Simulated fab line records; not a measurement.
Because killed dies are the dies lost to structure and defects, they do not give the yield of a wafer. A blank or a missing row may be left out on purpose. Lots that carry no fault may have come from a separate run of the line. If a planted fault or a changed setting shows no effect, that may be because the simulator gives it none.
fab line records | flow gf180mcu
record lots=13 wafers=39 last-day=34
route steps=602 shown DNWELL@40 NWELL@50 VT_IMPLANT@97
lots with no fault: from the same line, run without faults
start-h: start of the lot's first displayed wafer, in hours after the record's first day | wait-h: hours elapsed since this lot's preceding step | " the same as in the row above | L1.1+2: a row that stands for several wafers | - value missing, or start not given | * or withheld: withheld | < > ~ a bound
route shown NAME@n: a module of which the file shows steps, and the number in the route of the first | usual: the fault-free wafers' mean and standard deviation | same: alike in all rows | chamber/n: place in a boat | sites: the reading at each site | _std_site: the standard deviation of these | _edge_site: inner sites' mean taken away from outer sites' mean | radius-mm: for every site, how far away it sits from the centre of the wafer | mask NAME#n: copy n | behind: the most recent tool/chamber to have shaped the wafer | hold: the reason the lot was held/the length of the hold in hours/how it ended | device: whichever transistor did not switch (one of n, p or np) | end of line: tests of these same wafers at the route's end | a step given without rows: its recipe and nothing more | killed: not the wafer's yield, but the dies lost to structure and defects at the first sort | map: the dies of a wafer, with x for killed, . for not killed, _ for no die there
set.NAME: the setting as run; set.NAME@STEP: as run at that earlier step | model.NAME: the simulator's own value behind a step, which no gauge read
a sample of lots followed through the steps of the route, with each step as a table and each wafer as a row
services: a tool's chamber out of use, with start hour (start-h, from the record's first day; less than 0 if before it), hours out, and reason
## steps
# step GF_DNWELL_STRIP_08
# recipe chemistry=O2/N2 power-w=1400 pressure-mtorr=1500 platen-temp-c=250 o2-flow-sccm=3000 n2-flow-sccm=300 overash-fraction=0.5
# usual drypump-motor-current-A=5.4/0.48 heater-power-w=326/36 oes-product-au=0.722/0.0045 strip-time-to-endpoint-s=36.96/0.089
# columns lot.wafer tool chamber start-h wait-h drypump-motor-current-A heater-power-w oes-product-au rf-hours-counter-h strip-time-to-endpoint-s
L249.1 plasma-asher-03 0 43.86 0.1 4.8 278 0.715 24 36.97
L249.3 " 1 " " 5.3 318 0.728 - 36.96
L249.5 " 0 " " 4.8 293 0.721 - 37.04
L250.2 plasma-asher-01 0 48.08 0.1 5.6 361 0.725 39 36.95
L250.4 " 1 " " 5.7 357 0.721 - 36.94
L250.5 " 1 " " 5.7 366 0.725 - 37.03
L254.1 plasma-asher-03 1 70.03 0.1 5.3 324 0.726 27 37.06
L254.3 " 0 " " 4.8 270 0.717 - 37.09
L254.4 " 1 " " 5.3 323 0.723 - 37.08
L257.3 plasma-asher-01 1 85.97 0.1 5.7 358 0.717 - 36.93
L257.4 " 0 " " 5.6 364 0.728 - 36.98
L257.5 " 1 " " 5.7 361 0.721 - 36.84
L259.2 plasma-asher-03 0 93.95 0.1 4.8 283 0.721 29 36.85
L259.5 " 0 " " 4.8 282 0.717 - 36.90
L259.6 " 1 " " 5.3 327 0.722 - 36.94
L263.1 plasma-asher-04 1 117.41 0.1 6.3 282 0.721 47 36.99
L263.2 " 0 " " 5.3 368 0.721 47 37.05
L263.4 " 0 " " 5.4 365 0.729 - 37.01
L265.2 plasma-asher-03 1 127.40 0.1 5.3 323 0.717 33 37.06
L265.4 " 1 " " 5.3 327 0.716 - 37.01
L265.5 " 0 " " 4.8 282 0.727 - 37.08
L266.3 plasma-asher-04 1 131.72 0.1 6.3 278 0.721 - 36.96
L266.4 " 0 " " 5.3 364 0.721 - 36.97
L266.6 " 0 " " 5.3 362 0.726 - 36.95
L268.4 plasma-asher-01 1 143.20 0.1 5.7 370 0.722 - 36.94
L268.5 " 0 " " 5.6 364 0.721 - 36.98
L268.6 " 1 " " 5.7 351 0.729 - 36.99
L269.1 plasma-asher-04 0 148.21 0.1 5.3 363 0.722 51 36.89
L269.2 " 1 " " 6.3 283 0.720 51 36.86
L269.5 " 1 " " 6.3 279 0.720 - 36.88
L270.3 plasma-asher-03 0 154.58 0.1 4.8 284 0.721 - 36.75
L270.5 " 0 " " 4.8 287 0.726 - 36.83
L270.6 " 1 " " 5.3 327 0.727 - 36.81
L271.2 plasma-asher-04 1 158.48 0.1 6.3 281 0.730 52 37.13
L271.3 " 0 " " 5.3 367 0.714 - 37.11
L271.4 " 1 " " 6.3 287 0.727 - 36.98
L272.1 plasma-asher-01 0 167.08 0.1 5.6 364 0.715 52 37.02
L272.5 " 1 " " 5.8 353 0.729 - 36.95
L272.6 " 0 " " 5.6 356 0.727 - 36.93
# step GF_NWELL_IMPLANT_08
# recipe species=P energy-kev=450 dose-cm2=1.5e+13 tilt-deg=0
# usual beam-on-s=9.97/0.21
# columns lot.wafer tool chamber start-h wait-h beam-on-s
L249.1 implanter-04 0 57.19 0.0 9.76
L249.3 " 0 " " 10.14
L249.5 " 0 " " 10.01
L250.2 implanter-03 0 61.66 0.0 9.75
L250.4 " 0 " " 10.04
L250.5 " 0 " " 10.08
L254.1 implanter-04 0 83.28 0.0 10.08
L254.3 " 0 " " 9.82
L254.4 " 0 " " 9.55
L254.1 implanter-04 0 83.60 0.3 10.16
L254.3 " 0 " " 9.98
L254.4 " 0 " " 10.00
L257.3 implanter-03 0 99.83 0.1 9.72
L257.4 " 0 " " 10.07
L257.5 " 0 " " 9.95
L259.2 implanter-04 0 107.92 0.0 10.14
L259.5 " 0 " " 10.01
L259.6 " 0 " " 10.08
L259.2 implanter-04 0 108.24 0.3 9.72
L259.5 " 0 " " 10.44
L259.6 " 0 " " 10.17
L263.1 implanter-01 0 132.25 0.0 10.32
L263.2 " 0 " " 9.81
L263.4 " 0 " " 9.74
L263.1 implanter-01 0 132.56 0.3 9.95
L263.2 " 0 " " 10.09
L263.4 " 0 " " 10.25
L265.2 implanter-03 0 142.31 0.1 9.76
L265.4 " 0 " " 9.92
L265.5 " 0 " " 10.13
L266.3 implanter-04 0 146.64 0.1 9.99
L266.4 " 0 " " 9.88
L266.6 " 0 " " 9.88
L268.4 implanter-04 0 158.71 0.1 10.22
L268.5 " 0 " " 10.11
L268.6 " 0 " " 9.68
L269.1 implanter-04 0 163.88 0.1 10.05
L269.2 " 0 " " 9.88
L269.5 " 0 " " 10.10
L270.3 implanter-01 0 169.65 0.1 10.18
L270.5 " 0 " " 9.86
L270.6 " 0 " " 9.92
L271.2 implanter-04 0 174.41 0.0 10.33
L271.3 " 0 " " 9.98
L271.4 " 0 " " 10.15
L272.1 implanter-01 0 183.79 0.0 9.99
L272.5 " 0 " " 10.16
L272.6 " 0 " " 10.00
# step GF_NWELL_TW_MEAS_11
# usual NWELL_TW=1576/7
# columns lot.wafer tool chamber start-h wait-h NWELL_TW
L249.1 film-metro-04 - 57.59 0.1 1574
L249.3 " - " " 1574
L249.5 " - " " 1575
L250.2 film-metro-03 - 62.04 0.1 1586
L250.4 " - " " 1582
L250.5 " - " " 1578
L254.1 film-metro-03 - 84.00 0.1 1929
L254.3 " - " " 1925
L254.4 " - " " 1924
L257.3 film-metro-03 - 100.20 0.1 1560
L257.4 " - " " 1560
L257.5 " - " " 1558
L259.2 film-metro-04 - 108.63 0.1 1923
L259.5 " - " " 1921
L259.6 " - " " 1922
L263.1 film-metro-04 - 133.00 0.1 1919
L263.2 " - " " 1916
L263.4 " - " " 1925
L265.2 film-metro-01 - 142.70 0.1 1581
L265.4 " - " " 1585
L265.5 " - " " 1573
L266.3 film-metro-01 - 147.01 0.1 1568
L266.4 " - " " 1576
L266.6 " - " " 1561
L268.4 film-metro-04 - 159.07 0.1 1578
L268.5 " - " " 1576
L268.6 " - " " 1568
L269.1 film-metro-01 - 164.28 0.1 1571
L269.2 " - " " 1564
L269.5 " - " " 1568
L270.3 film-metro-01 - 170.02 0.1 1581
L270.5 " - " " 1570
L270.6 " - " " 1576
L271.2 film-metro-01 - 174.80 0.1 1574
L271.3 " - " " 1572
L271.4 " - " " 1572
L272.1 film-metro-01 - 184.19 0.1 1577
L272.5 " - " " 1580
L272.6 " - " " 1580
# step GF_VT_IMPLANT_OVL_MEAS_07
# usual VT_IMPLANT_OVL=0.3/1.4
# columns lot.wafer tool chamber start-h wait-h VT_IMPLANT_OVL[nm]
L249.1 overlay-01 - 113.55 0.1 1.3
L249.3 " - " " 1.2
L249.5 " - " " 1.5
L250.2 overlay-02 - 117.66 0.1 2.0
L250.4 " - " " 1.0
L250.5 " - " " 2.8
L254.1 overlay-02 - 142.10 0.1 -1.0
L254.3 " - " " -0.9
L254.4 " - " " -0.2
L257.3 overlay-01 - 159.56 0.1 -0.2
L257.4 " - " " -1.3
L257.5 " - " " 0.7
L259.2 overlay-02 - 170.97 0.1 2.9
L259.5 " - " " 2.7
L259.6 " - " " 0.6
L263.1 overlay-01 - 196.75 0.1 0.1
L263.2 " - " " 0.3
L263.4 " - " " -0.2
L265.2 overlay-01 - 207.12 0.1 1.1
L265.4 " - " " 2.0
L265.5 " - " " -1.3
L266.3 overlay-02 - 213.96 0.1 -1.7
L266.4 " - " " -0.6
L266.6 " - " " -1.0
L268.4 overlay-01 - 228.21 0.1 2.0
L268.5 " - " " -0.1
L268.6 " - " " 0.2
L269.1 overlay-01 - 233.29 0.1 1.3
L269.2 " - " " -1.2
L269.5 " - " " -0.2
L270.3 overlay-02 - 238.72 0.1 1.9
L270.5 " - " " 0.9
L270.6 " - " " 0.7
L271.2 overlay-01 - 245.82 0.1 1.4
L271.3 " - " " -1.1
L271.4 " - " " -1.4
L272.1 overlay-02 - 255.64 0.1 -1.3
L272.5 " - " " 0.9
L272.6 " - " " 1.6
# step GF_VT_IMPLANT_OVL_MEAS_18
# usual VT_IMPLANT_01_OVL=0.2/1.5
# columns lot.wafer tool chamber start-h wait-h VT_IMPLANT_01_OVL[nm]
L249.1 overlay-02 - 128.70 0.1 0.7
L249.3 " - " " 2.4
L249.5 " - " " 1.9
L250.2 overlay-01 - 133.05 0.1 0.6
L250.4 " - " " 1.1
L250.5 " - " " 0.9
L254.1 overlay-01 - 157.15 0.1 2.2
L254.3 " - " " 1.6
L254.4 " - " " 2.9
L257.3 overlay-01 - 175.47 0.1 0.4
L257.4 " - " " 1.0
L257.5 " - " " 2.1
L259.2 overlay-02 - 187.37 0.1 2.2
L259.5 " - " " 2.1
L259.6 " - " " 1.1
L263.1 overlay-01 - 214.00 0.1 -1.0
L263.2 " - " " 1.1
L263.4 " - " " -2.4
L265.2 overlay-02 - 225.30 0.1 -2.1
L265.4 " - " " -2.0
L265.5 " - " " -0.5
L266.3 overlay-01 - 231.01 0.1 -0.6
L266.4 " - " " -0.9
L266.6 " - " " 2.2
L268.4 overlay-02 - 246.13 0.1 0.4
L268.5 " - " " 1.3
L268.6 " - " " 0.4
L269.1 overlay-01 - 251.89 0.1 2.6
L269.2 " - " " 0.5
L269.5 " - " " 0.4
L270.3 overlay-02 - 257.32 0.1 -3.0
L270.5 " - " " -3.3
L270.6 " - " " -1.1
L271.2 overlay-01 - 264.11 0.1 2.0
L271.3 " - " " 2.6
L271.4 " - " " 1.5
L272.1 overlay-02 - 275.00 0.1 -2.4
L272.5 " - " " -1.6
L272.6 " - " " -0.7
# step GF_VT_IMPLANT_RS_MEAS_47
# recipe thk-meas-gauge=four-point-probe
# usual NWELL_RS=488.3/1.3
# columns lot.wafer tool chamber start-h wait-h NWELL_RS[ohm/sq]
L249.1 film-metro-04 - 159.37 0.1 488.3
L249.3 " - " " 489.5
L249.5 " - " " 488.7
L250.2 film-metro-04 - 164.75 0.1 488.6
L250.4 " - " " 489.9
L250.5 " - " " 490.4
L254.1 film-metro-04 - 189.52 0.1 349.2
L254.3 " - " " 349.5
L254.4 " - " " 348.7
L257.3 film-metro-04 - 210.46 0.1 490.1
L257.4 " - " " 489.1
L257.5 " - " " 488.9
L259.2 film-metro-01 - 222.13 0.1 349.9
L259.5 " - " " 349.5
L259.6 " - " " 350.3
L263.1 film-metro-04 - 250.61 0.1 349.8
L263.2 " - " " 351.0
L263.4 " - " " 350.1
L265.2 film-metro-04 - 262.99 0.1 491.3
L265.4 " - " " 489.5
L265.5 " - " " 489.9
L266.3 film-metro-01 - 268.11 0.1 489.2
L266.4 " - " " 489.2
L266.6 " - " " 487.9
L268.4 film-metro-01 - 286.17 0.1 487.7
L268.5 " - " " 487.2
L268.6 " - " " 486.8
L269.1 film-metro-04 - 291.28 0.1 491.0
L269.2 " - " " 490.7
L269.5 " - " " 489.4
L270.3 film-metro-03 - 297.02 0.1 487.6
L270.5 " - " " 487.7
L270.6 " - " " 487.4
L271.2 film-metro-01 - 305.19 0.1 488.7
L271.3 " - " " 488.4
L271.4 " - " " 488.7
L272.1 film-metro-04 - 316.21 0.1 485.1
L272.5 " - " " 485.8
L272.6 " - " " 485.3
## services
# columns tool chamber start-h hours kind
implanter-01 - 20.34 34.6 repair
implanter-01 - 77.39 3.5 pm
implanter-01 - 116.44 2.5 repair
implanter-03 - 118.11 2.2 pm
implanter-01 - 135.86 26.1 repair
plasma-asher-01 - 147.96 3.3 repair
implanter-01 - 162.15 4.6 pm
implanter-03 - 169.16 0.8 repair
implanter-04 - 171.98 2.3 repair
## key
first-sign step=GF_NWELL_IMPLANT_08 reading=visit direction=added
effect step=GF_NWELL_TW_MEAS_11 reading=NWELL_TW direction=up sigmas=49 usual=1576 struck=1923
effect step=GF_VT_IMPLANT_RS_MEAS_47 reading=NWELL_RS direction=down sigmas=99+ usual=488.3 struck=349.8
met-at GF_NWELL_IMPLANT_08
struck-lots L254,L259,L263
tester-left-out L254,L259,L263
not-acting-at GF_DNWELL_STRIP_08,GF_VT_IMPLANT_OVL_MEAS_07,GF_VT_IMPLANT_OVL_MEAS_18
fault kind=repeated-step-whole tool=implanter-01,implanter-03,implanter-04 chamber=- onset-h=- steps=GF_NWELL_IMPLANT_08 times=1 scope=struck-lots-only
# tester-left-out: of these lots the tester's yield and bins aren't shown, on N5 and GAA mostly nor the transistor test; their killed dies are dies lost to structure and defects alone, not to doping, threshold or leakage, so they don't give the yield
